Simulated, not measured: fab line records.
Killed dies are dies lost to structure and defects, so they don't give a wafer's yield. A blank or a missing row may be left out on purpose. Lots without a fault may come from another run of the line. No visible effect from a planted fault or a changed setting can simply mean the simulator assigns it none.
fab line records ; flow sky130 ; part 2 of 2: steps 23 to 30 of 30
record lots=5; wafers=15; last-day=49
route steps=708 shown VIA2@513 METAL3@532 CAPM@537
lots that met no fault: taken from a fault-free run of the same line
start-h: hours from the record's opening day to when the first of the lot's shown wafers began ; wait-h: hours from the lot's prior step to this one ; " the same as in the row above ; L1.1+2: one row covering several wafers at once ; - no value, or no start given ; * or withheld: withheld ; < > ~ a bound
route shown NAME@n: NAME is a module with steps in the file, n the number in the route of the first one ; usual: average and standard deviation across the fault-free wafers ; same: alike in all rows ; chamber/n: place in a boat ; sites: readings site by site ; _std_site: how widely they spread, as a standard deviation ; _edge_site: outer sites' mean less inner sites' ; radius-mm: for every site, how far away it sits from the centre of the wafer ; mask NAME#n: copy n ; behind: the tool/chamber that last shaped the wafer ; hold: what put the lot on hold/how long, in hours/how the hold closed ; device: which transistor (n, p or np) failed to switch ; end of line: the route-end tests of the same wafers ; a step without rows: its recipe alone ; killed: the dies lost at the first sort to structure and to defects; this is not the yield of the wafer ; map: the dies of a wafer, with x for killed, . for not killed, _ for no die there
set.NAME: the setting as run; set.NAME@STEP: as run at that earlier step ; model.NAME: the simulator's own value behind a step, which no gauge read
lots at selected steps of the route; one table per step, one row per wafer
services: a tool's chamber out of use, with start hour (start-h, from the record's first day; less than 0 if before it), hours out, and reason
## steps
# step SKY_METAL3_SPUTTER_03
# recipe material=Ti; target-thk-nm=5; power-w=3000; time-s=3.3; chamber-pressure-pa=0.4
# usual cathode-dc-power-W=3000.0/0.48; chamber-pressure-pa=0.4000/0.00084; throttle-valve-pct=29.7/0.85
lot.wafer;tool;chamber;start-h;wait-h;cathode-dc-power-W;chamber-pressure-pa;throttle-valve-pct
L082.1;pvd-sputter-01;-;919.06;0.0;3000.5;0.4006;29.9
L082.4;pvd-sputter-01;-;919.06;0.0;3000.2;0.4006;30.7
L082.5;pvd-sputter-01;-;919.06;0.0;2999.4;0.4006;29.5
L088.2;pvd-sputter-03;-;959.14;0.0;2999.7;0.3993;29.4
L088.3;pvd-sputter-03;-;959.14;0.0;3000.0;0.3983;29.9
L088.5;pvd-sputter-03;-;959.14;0.0;2998.7;0.3983;30.0
L089.1;pvd-sputter-03;-;964.39;0.0;3000.9;0.4004;29.4
L089.2;pvd-sputter-03;-;964.39;0.0;3001.6;0.4005;29.2
L089.6;pvd-sputter-03;-;964.39;0.0;3000.4;0.4005;29.7
L090.1;pvd-sputter-03;-;970.61;0.0;2999.4;0.4003;29.2
L090.2;pvd-sputter-03;-;970.61;0.0;3000.8;0.3992;29.6
L090.5;pvd-sputter-03;-;970.61;0.0;3000.5;0.3999;29.0
L091.1;pvd-sputter-04;-;980.22;0.0;3000.9;0.4001;27.6
L091.3;pvd-sputter-04;-;980.22;0.0;2999.6;0.4006;28.4
L091.5;pvd-sputter-04;-;980.22;0.0;3000.6;0.3995;28.6
# step SKY_METAL3_SPUTTER_04
# recipe material=TiN; target-thk-nm=70; power-w=6500; time-s=58.3; chamber-pressure-pa=0.4
# usual cathode-dc-power-W=6499.8/1.3; chamber-pressure-pa=0.4000/0.00083; throttle-valve-pct=29.7/0.86
lot.wafer;tool;chamber;start-h;wait-h;cathode-dc-power-W;chamber-pressure-pa;throttle-valve-pct
L082.1;pvd-sputter-01;-;919.08;0.0;6502.5;0.4003;29.6
L082.4;pvd-sputter-01;-;919.08;0.0;6500.9;0.4009;30.7
L082.5;pvd-sputter-01;-;919.08;0.0;6500.4;0.3998;30.0
L088.2;pvd-sputter-03;-;959.16;0.0;6500.7;0.3994;29.3
L088.3;pvd-sputter-03;-;959.16;0.0;6497.9;0.3986;29.9
L088.5;pvd-sputter-03;-;959.16;0.0;6500.7;0.4000;30.0
L089.1;pvd-sputter-03;-;964.41;0.0;6500.6;0.4015;29.6
L089.2;pvd-sputter-03;-;964.41;0.0;6501.7;0.3991;29.3
L089.6;pvd-sputter-03;-;964.41;0.0;6498.8;0.4005;29.6
L090.1;pvd-sputter-03;-;970.63;0.0;6499.5;0.4007;29.0
L090.2;pvd-sputter-03;-;970.63;0.0;6499.2;0.3997;29.5
L090.5;pvd-sputter-03;-;970.63;0.0;6499.2;0.4005;29.1
L091.1;pvd-sputter-04;-;980.23;0.0;6500.7;0.3999;27.6
L091.3;pvd-sputter-04;-;980.23;0.0;6500.6;0.3993;28.6
L091.5;pvd-sputter-04;-;980.23;0.0;6497.7;0.3988;28.2
# step SKY_CAPM_CVD_00
# recipe material=SiO2; target-thk-nm=15.5; temp-c=400; time-s=withheld; rf-w=450
# usual heater-power-w=706/96
lot.wafer;tool;chamber;start-h;wait-h;heater-power-w
L082.1;pecvd-01;2;919.13;0.0;710
L082.4;pecvd-01;1;919.13;0.0;859
L082.5;pecvd-01;0;919.13;0.0;689
L088.2;pecvd-03;1;959.21;0.0;492
L088.3;pecvd-03;0;959.21;0.0;815
L088.5;pecvd-03;1;959.21;0.0;490
L089.1;pecvd-01;0;964.46;0.0;792
L089.2;pecvd-01;1;964.46;0.0;783
L089.6;pecvd-01;1;964.46;0.0;754
L090.1;pecvd-03;1;970.68;0.0;491
L090.2;pecvd-03;2;970.68;0.0;664
L090.5;pecvd-03;2;970.68;0.0;663
L091.1;pecvd-01;2;980.28;0.0;786
L091.3;pecvd-01;1;980.28;0.0;859
L091.5;pecvd-01;0;980.28;0.0;815
# step SKY_CAPM_THK_MEAS_01
# recipe reads=SiO2_of_CAPM_CVD_00
# usual CAPM_CVD_00_THK=15.47/0.2
lot.wafer;tool;chamber;start-h;wait-h;CAPM_CVD_00_THK[nm]
L082.1;film-metro-04;-;919.15;-;15.30
L082.4;film-metro-04;-;919.15;-;15.61
L082.5;film-metro-04;-;919.15;-;15.60
L088.2;film-metro-03;-;959.24;-;15.23
L088.3;film-metro-03;-;959.24;-;15.67
L088.5;film-metro-03;-;959.24;-;15.49
L089.1;film-metro-04;-;964.48;-;15.26
L089.2;film-metro-04;-;964.48;-;15.21
L089.6;film-metro-04;-;964.48;-;15.37
L090.1;film-metro-01;-;970.70;-;15.49
L090.2;film-metro-01;-;970.70;-;15.20
L090.5;film-metro-01;-;970.70;-;15.53
L091.1;film-metro-03;-;980.31;-;15.38
L091.3;film-metro-03;-;980.31;-;15.42
L091.5;film-metro-03;-;980.31;-;15.87
# step SKY_CAPM_SPUTTER_02
# recipe material=TiN; target-thk-nm=200; temp-c=300; power-w=6500; time-s=166.7; chamber-pressure-pa=0.4
# usual cathode-dc-power-W=6499.9/1.1; chamber-pressure-pa=0.3999/0.00079; throttle-valve-pct=29.7/1
lot.wafer;tool;chamber;start-h;wait-h;cathode-dc-power-W;chamber-pressure-pa;throttle-valve-pct
L082.1;pvd-sputter-02;-;919.21;0.1;6499.3;0.4006;29.3
L082.4;pvd-sputter-02;-;919.21;0.1;6499.0;0.4006;28.6
L082.5;pvd-sputter-02;-;919.21;0.1;6500.2;0.3994;29.3
L088.2;pvd-sputter-02;-;959.29;0.0;6498.8;0.3996;28.7
L088.3;pvd-sputter-02;-;959.29;0.0;6499.3;0.4004;29.3
L088.5;pvd-sputter-02;-;959.29;0.0;6501.2;0.4003;29.4
L089.1;pvd-sputter-01;-;964.54;0.1;6499.0;0.3988;29.9
L089.2;pvd-sputter-01;-;964.54;0.1;6500.0;0.3992;30.9
L089.6;pvd-sputter-01;-;964.54;0.1;6498.1;0.3990;29.5
L090.1;pvd-sputter-02;-;970.76;0.1;6498.6;0.4001;30.4
L090.2;pvd-sputter-02;-;970.76;0.1;6500.8;0.3994;29.3
L090.5;pvd-sputter-02;-;970.76;0.1;6500.6;0.4002;29.3
L091.1;pvd-sputter-02;-;980.37;0.1;6499.8;0.3999;29.2
L091.3;pvd-sputter-02;-;980.37;0.1;6499.5;0.4007;30.2
L091.5;pvd-sputter-02;-;980.37;0.1;6500.6;0.4004;29.3
# step SKY_CAPM_RS_MEAS_03
# recipe thk-meas-gauge=four-point-probe; reads=TiN_of_CAPM_SPUTTER_02
# usual CAPM_TIN_RS=6.93/0.089
lot.wafer;tool;chamber;start-h;wait-h;CAPM_TIN_RS[ohm/sq]
L082.1;film-metro-01;-;919.32;0.1;6.95
L082.4;film-metro-01;-;919.32;0.1;6.96
L082.5;film-metro-01;-;919.32;0.1;7.00
L088.2;film-metro-04;-;959.43;0.1;6.90
L088.3;film-metro-04;-;959.43;0.1;6.82
L088.5;film-metro-04;-;959.43;0.1;6.88
L089.1;film-metro-03;-;964.65;0.1;6.93
L089.2;film-metro-03;-;964.65;0.1;6.87
L089.6;film-metro-03;-;964.65;0.1;6.96
L090.1;film-metro-04;-;970.88;0.1;7.04
L090.2;film-metro-04;-;970.88;0.1;6.95
L090.5;film-metro-04;-;970.88;0.1;6.91
L091.1;film-metro-01;-;980.47;0.1;7.09
L091.3;film-metro-01;-;980.47;0.1;7.15
L091.5;film-metro-01;-;980.47;0.1;7.09
# step SKY_CAPM_THK_MEAS_04
# recipe thk-meas-gauge=xrf; reads=TiN_of_CAPM_SPUTTER_02
# usual CAPM_TIN_THK=201.8/2.7
lot.wafer;tool;chamber;start-h;wait-h;CAPM_TIN_THK[nm]
L082.1;film-metro-01;-;919.44;0.1;203.1
L082.4;film-metro-01;-;919.44;0.1;202.0
L082.5;film-metro-01;-;919.44;0.1;200.3
L088.2;film-metro-04;-;959.54;0.1;201.5
L088.3;film-metro-04;-;959.54;0.1;203.9
L088.5;film-metro-04;-;959.54;0.1;203.7
L089.1;film-metro-03;-;964.77;0.1;198.8
L089.2;film-metro-03;-;964.77;0.1;200.1
L089.6;film-metro-03;-;964.77;0.1;197.7
L090.1;film-metro-04;-;971.00;0.1;197.6
L090.2;film-metro-04;-;971.00;0.1;201.2
L090.5;film-metro-04;-;971.00;0.1;202.0
L091.1;film-metro-01;-;980.59;0.1;199.0
L091.3;film-metro-01;-;980.59;0.1;196.3
L091.5;film-metro-01;-;980.59;0.1;198.7
# step SKY_CAPM_DEHYDRATE_05
# recipe temp-c=200; time-s=60
# usual exhaust-pa=45.0/0.82; resist-line-temp-C=23.01/0.11
lot.wafer;tool;chamber;start-h;wait-h;exhaust-pa;resist-line-temp-C
L082.1;litho-track-03;0;931.22;11.8;46.2;22.97
L082.4;litho-track-03;0;931.22;11.8;45.7;23.00
L082.5;litho-track-03;0;931.22;11.8;44.6;22.84
L088.2;litho-track-04;0;971.07;11.5;44.8;23.26
L088.3;litho-track-04;0;971.07;11.5;45.6;23.26
L088.5;litho-track-04;0;971.07;11.5;45.2;23.30
L089.1;litho-track-04;0;976.70;11.9;44.4;23.11
L089.2;litho-track-04;0;976.70;11.9;46.3;23.19
L089.6;litho-track-04;0;976.70;11.9;45.7;23.15
L090.1;litho-track-04;0;982.50;11.5;46.2;22.91
L090.2;litho-track-04;0;982.50;11.5;45.1;22.96
L090.5;litho-track-04;0;982.50;11.5;45.9;22.98
L091.1;litho-track-04;0;991.85;11.2;45.7;22.95
L091.3;litho-track-04;0;991.85;11.2;45.9;23.01
L091.5;litho-track-04;0;991.85;11.2;44.2;22.98
## services
tool;chamber;start-h;hours;kind
cvd-w-02;-;884.86;0.3;repair
cvd-w-02;0;887.51;11.7;repair
pecvd-01;-;890.63;1.1;repair
cvd-w-02;-;904.00;14.0;pm
krf-scanner-01;-;913.32;1.0;pm
pvd-sputter-04;-;914.20;7.8;repair
pvd-sputter-03;-;914.28;8.7;repair
pvd-sputter-01;-;916.24;2.6;repair
rie-diel-01;-;919.86;0.4;repair
rie-diel-03;1;930.80;9.1;repair
rie-diel-03;-;942.21;0.3;repair
rie-diel-03;-;945.25;1.2;repair
krf-scanner-01;-;946.86;0.3;repair
rie-diel-03;2;953.20;3.7;repair
pvd-sputter-03;-;955.17;2.2;repair
krf-scanner-01;-;960.45;36.0;pm
rie-diel-03;2;964.85;22.9;repair
pvd-sputter-04;-;970.04;1.4;repair
pvd-sputter-02;-;972.47;2.1;repair
rie-diel-03;0;973.20;2.9;repair
rie-diel-03;1;974.58;2.7;repair
pvd-sputter-04;-;985.09;1.1;repair
pvd-sputter-04;-;989.58;3.3;repair
cmp-01;-;990.86;14.6;pm
